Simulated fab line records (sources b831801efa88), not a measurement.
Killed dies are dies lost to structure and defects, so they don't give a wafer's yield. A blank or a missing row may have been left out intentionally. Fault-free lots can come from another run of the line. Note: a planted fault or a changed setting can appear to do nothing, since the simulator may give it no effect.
Shared-tool check / flow sky130 / 13 lots, 39 wafers sampled

== REASON FOR OPENING ==
Flagged at SKY_SONOS_TUNNEL_CD_MEAS_07: reading cd_nm, on 2 of 13 lots. Fault-free wafers read 410.3 nm, with a standard deviation of 2.1.
Rule: a lot is flagged in two cases, either no wafer of it has a number, or all its wafers with numbers fall more than 4 standard deviations from that mean. All remaining lots are regarded as sound.

lot=L728; measured=day 11 17:58; on=cd_sem-01; cd_nm (nm), wafer by wafer=413.7 412.6 411.9; flag=
lot=L729; measured=day 11 22:26; on=cd_sem-01; cd_nm (nm), wafer by wafer=406.2 406.6 408.5; flag=
lot=L737; measured=day 14 15:56; on=cd_sem-01; cd_nm (nm), wafer by wafer=394.3 396.8 395.7; flag=FLAGGED
lot=L739; measured=day 15 15:11; on=cd_sem-02; cd_nm (nm), wafer by wafer=398.6 397.7 398.7; flag=FLAGGED
lot=L741; measured=day 16 03:32; on=cd_sem-02; cd_nm (nm), wafer by wafer=407.8 407.1 407.2; flag=
lot=L742; measured=day 16 14:10; on=cd_sem-01; cd_nm (nm), wafer by wafer=413.4 413.6 414.3; flag=
lot=L744; measured=day 17 02:51; on=cd_sem-02; cd_nm (nm), wafer by wafer=410.1 412.5 414.2; flag=
lot=L745; measured=day 17 12:06; on=cd_sem-01; cd_nm (nm), wafer by wafer=409.5 408.5 411.1; flag=
lot=L746; measured=day 18 04:47; on=cd_sem-01; cd_nm (nm), wafer by wafer=411.4 412.8 413.2; flag=
lot=L747; measured=day 18 11:47; on=cd_sem-01; cd_nm (nm), wafer by wafer=407.3 407.2 406.9; flag=
lot=L748; measured=day 18 15:44; on=cd_sem-02; cd_nm (nm), wafer by wafer=407.3 407.1 408.1; flag=
lot=L750; measured=day 18 21:23; on=cd_sem-02; cd_nm (nm), wafer by wafer=414.2 412.8 412.7; flag=
lot=L749; measured=day 18 21:42; on=cd_sem-02; cd_nm (nm), wafer by wafer=410.6 410.8 410.7; flag=
The numbers of the flagged lots are 397.0 nm on average: -13.3 nm against the usual, or -6 standard deviations.

== WHICH TOOL RAN EACH LOT ==
Before the reading, the record contains 2 process steps out of a 708-step route. Every cell lists first the tool, next ch and the chambers used by the sampled wafers, and last the start.
lot=L728; flag=; SKY_VT_ADJUST_NCORE_STRIP_10=plasma_asher-01 ch 0, day 8 20:35; SKY_SONOS_TUNNEL_DEVELOP_06=litho_track-02 ch 0, day 11 17:49
lot=L729; flag=; SKY_VT_ADJUST_NCORE_STRIP_10=plasma_asher-02 ch 0,1, day 9 00:29; SKY_SONOS_TUNNEL_DEVELOP_06=litho_track-01 ch 0, day 11 22:17
lot=L737; flag=FLAGGED; SKY_VT_ADJUST_NCORE_STRIP_10=plasma_asher-01 ch 0,1, day 11 12:26; SKY_SONOS_TUNNEL_DEVELOP_06=litho_track-01 ch 0, day 14 15:47
lot=L739; flag=FLAGGED; SKY_VT_ADJUST_NCORE_STRIP_10=plasma_asher-01 ch 0, day 12 08:32; SKY_SONOS_TUNNEL_DEVELOP_06=litho_track-01 ch 0, day 15 15:02
lot=L741; flag=; SKY_VT_ADJUST_NCORE_STRIP_10=plasma_asher-02 ch 0,1, day 12 20:31; SKY_SONOS_TUNNEL_DEVELOP_06=litho_track-03 ch 0, day 16 03:25
lot=L742; flag=; SKY_VT_ADJUST_NCORE_STRIP_10=plasma_asher-01 ch 0,1, day 13 06:44; SKY_SONOS_TUNNEL_DEVELOP_06=litho_track-02 ch 0, day 16 14:01
lot=L744; flag=; SKY_VT_ADJUST_NCORE_STRIP_10=plasma_asher-04 ch 0,1, day 13 16:38; SKY_SONOS_TUNNEL_DEVELOP_06=litho_track-03 ch 0, day 17 02:43
lot=L745; flag=; SKY_VT_ADJUST_NCORE_STRIP_10=plasma_asher-01 ch 0,1, day 14 01:07; SKY_SONOS_TUNNEL_DEVELOP_06=litho_track-02 ch 0, day 17 11:58
lot=L746; flag=; SKY_VT_ADJUST_NCORE_STRIP_10=plasma_asher-04 ch 0,1, day 14 15:56; SKY_SONOS_TUNNEL_DEVELOP_06=litho_track-02 ch 0, day 18 04:38
lot=L747; flag=; SKY_VT_ADJUST_NCORE_STRIP_10=plasma_asher-02 ch 0,1, day 14 23:11; SKY_SONOS_TUNNEL_DEVELOP_06=litho_track-01 ch 0, day 18 11:40
lot=L748; flag=; SKY_VT_ADJUST_NCORE_STRIP_10=plasma_asher-02 ch 0,1, day 15 01:32; SKY_SONOS_TUNNEL_DEVELOP_06=litho_track-03 ch 0, day 18 15:35
lot=L750; flag=; SKY_VT_ADJUST_NCORE_STRIP_10=plasma_asher-02 ch 0, day 15 07:08; SKY_SONOS_TUNNEL_DEVELOP_06=litho_track-01 ch 0, day 18 21:14
lot=L749; flag=; SKY_VT_ADJUST_NCORE_STRIP_10=plasma_asher-01 ch 0,1, day 15 07:12; SKY_SONOS_TUNNEL_DEVELOP_06=litho_track-01 ch 0, day 18 21:34
What these steps do:
- SKY_VT_ADJUST_NCORE_STRIP_10: strips in O2/N2.
- SKY_SONOS_TUNNEL_DEVELOP_06: develop time 60 s.
- SKY_SONOS_TUNNEL_CD_MEAS_07: target cd 410 nm.

== FLAGGED AGAINST TOTAL, ONE TOOL AT A TIME (gauges that did the reading follow at the end) ==
step=SKY_VT_ADJUST_NCORE_STRIP_10; tool=plasma_asher-01; lots run=6; flagged=2; share of the flagged lots=all; sound lots run after its first flagged lot=3 (L742,L745,L749)
step=SKY_VT_ADJUST_NCORE_STRIP_10; tool=plasma_asher-02; lots run=5; flagged=0; share of the flagged lots=none; sound lots run after its first flagged lot=-
step=SKY_VT_ADJUST_NCORE_STRIP_10; tool=plasma_asher-04; lots run=2; flagged=0; share of the flagged lots=none; sound lots run after its first flagged lot=-
step=SKY_SONOS_TUNNEL_DEVELOP_06; tool=litho_track-01; lots run=6; flagged=2; share of the flagged lots=all; sound lots run after its first flagged lot=3 (L747,L750,L749)
step=SKY_SONOS_TUNNEL_DEVELOP_06; tool=litho_track-02; lots run=4; flagged=0; share of the flagged lots=none; sound lots run after its first flagged lot=-
step=SKY_SONOS_TUNNEL_DEVELOP_06; tool=litho_track-03; lots run=3; flagged=0; share of the flagged lots=none; sound lots run after its first flagged lot=-
step=SKY_SONOS_TUNNEL_CD_MEAS_07; tool=cd_sem-01; lots run=7; flagged=1; share of the flagged lots=some; sound lots run after its first flagged lot=4 (L742,L745,L746,L747)
step=SKY_SONOS_TUNNEL_CD_MEAS_07; tool=cd_sem-02; lots run=6; flagged=1; share of the flagged lots=some; sound lots run after its first flagged lot=5 (L741,L744,L748,L750,L749)

== WHAT IS ALLOWED BY THE TABLE ==
Table rows that saw every flagged lot: 2, namely plasma_asher-01 at SKY_VT_ADJUST_NCORE_STRIP_10 and litho_track-01 at SKY_SONOS_TUNNEL_DEVELOP_06.
- plasma_asher-01 at SKY_VT_ADJUST_NCORE_STRIP_10: 2 of its 6 lots flagged. Sound lots ran on it after the first flagged one (L742, L745, L749), which a lasting fault on the whole tool wouldn't allow.
- litho_track-01 at SKY_SONOS_TUNNEL_DEVELOP_06: 2 of its 6 lots flagged. Sound lots ran on it after the first flagged one (L747, L750, L749), which a lasting fault on the whole tool wouldn't allow.
Every row of the table either missed a flagged lot or ran a sound lot after the first.

== WHAT THE SIMULATOR HAD INSERTED ==
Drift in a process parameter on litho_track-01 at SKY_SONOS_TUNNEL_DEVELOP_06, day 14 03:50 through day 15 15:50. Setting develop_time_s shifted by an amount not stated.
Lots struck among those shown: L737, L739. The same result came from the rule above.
